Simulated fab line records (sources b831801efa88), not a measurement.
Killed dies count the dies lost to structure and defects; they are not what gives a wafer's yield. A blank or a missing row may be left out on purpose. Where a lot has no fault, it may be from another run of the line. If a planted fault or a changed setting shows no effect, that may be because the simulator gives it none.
Problem report, 8D (eight disciplines) form, completed by code | flow gf180mcu | the parts of the form that need people (team, actions taken, sign-off) are left out

## 1. WHAT WENT WRONG
Wafers free of any fault read 0.325 ohm/sq (standard deviation 0.005) for V2_W_RS at GF_V2_RS_MEAS_24, against a mean of 0.359 ohm/sq on 6 wafers of 2 lots. That is +6.8 standard deviations from the usual mean.
The step: measures by four-point-probe.
Earliest sighting: wafer L384.1 on filmMetro-03 at day 23 17:45. Wafers with a number at this step in the record: 36, from 12 lots. Rule for "out" (also "out of limits"): further than 4 standard deviations from the usual mean. The other wafers with a number count as sound.

## 2. WHAT IT IS AND WHAT IT IS NOT
question                    | is                         | is not
which readings at this step | V2_W_RS                    | -
which lots                  | L384, L386                 | L375, L376, L377, L380, L382, L385, L389, L396, L397, L398
which wafers of those lots  | all that have a number     | -
read on which gauges        | filmMetro-01, filmMetro-03 | filmMetro-02
when                        | from day 23 17:45          | up to then (15 sound wafers); but 15 sound wafers of L385, L389, L396, L397, L398 came after

## 3. THE SUSPECTS, EACH WITH WHAT RULES IT OUT
Counting: any tool at a process step up to the reading is kept as a suspect provided that every lot that is out went through it and no sound lot did after the first of them.
- the gauge at GF_V2_RS_MEAS_24: ruled out. The wafers that are out were read on 2 gauges (filmMetro-01, filmMetro-03).
- cvdW-01 at GF_V2_CVD_23 (deposits W, target thk 350 nm, time 104.94 s): ruled out as a lasting fault. After its first lot that is out, L384 (day 23 17:31), sound lots L396, L397, L398 ran on it.
Left after counting: nothing in the record.

## 4. THE CAUSE (what the simulator had put in)
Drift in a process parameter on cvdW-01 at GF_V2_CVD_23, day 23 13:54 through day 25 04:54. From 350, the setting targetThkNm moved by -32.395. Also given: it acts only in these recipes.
Counting ruled it out, wrongly: the rule takes a fault to strike every lot that its tool runs from its start on, and this one did not.

## 5. THE EFFECT CHAIN, in route order
Each row: a reading where the mean over the struck wafers with a number is more than 3 standard deviations away from the usual. Scope: only readings with a usual standard deviation given in the record; hours: median across lots of the time from each lot's start at the first step in this table that gives one to its start at this step; sigmas: change in usual standard deviations.
hours | step              | reading  | usual        | on struck wafers | change | sigmas
0     | GF_V2_RS_MEAS_24  | V2_W_RS  | 0.325 ohm/sq | 0.359            | +0.034 | +6.8
4     | GF_V2_THK_MEAS_25 | V2_W_THK | 359 nm       | 326              | -33    | -4.6

## 6. WHAT WOULD HAVE CAUGHT IT SOONER
Counted from the fault's start at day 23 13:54, it took 4 hours until the first out-of-limits reading at a measuring or inspecting step in this record, taken at day 23 17:45.
An alarm limit of 4 standard deviations would not have fired on the tool readings at GF_V2_CVD_23 for which the record gives a usual standard deviation, since none of them was out on any struck wafer.
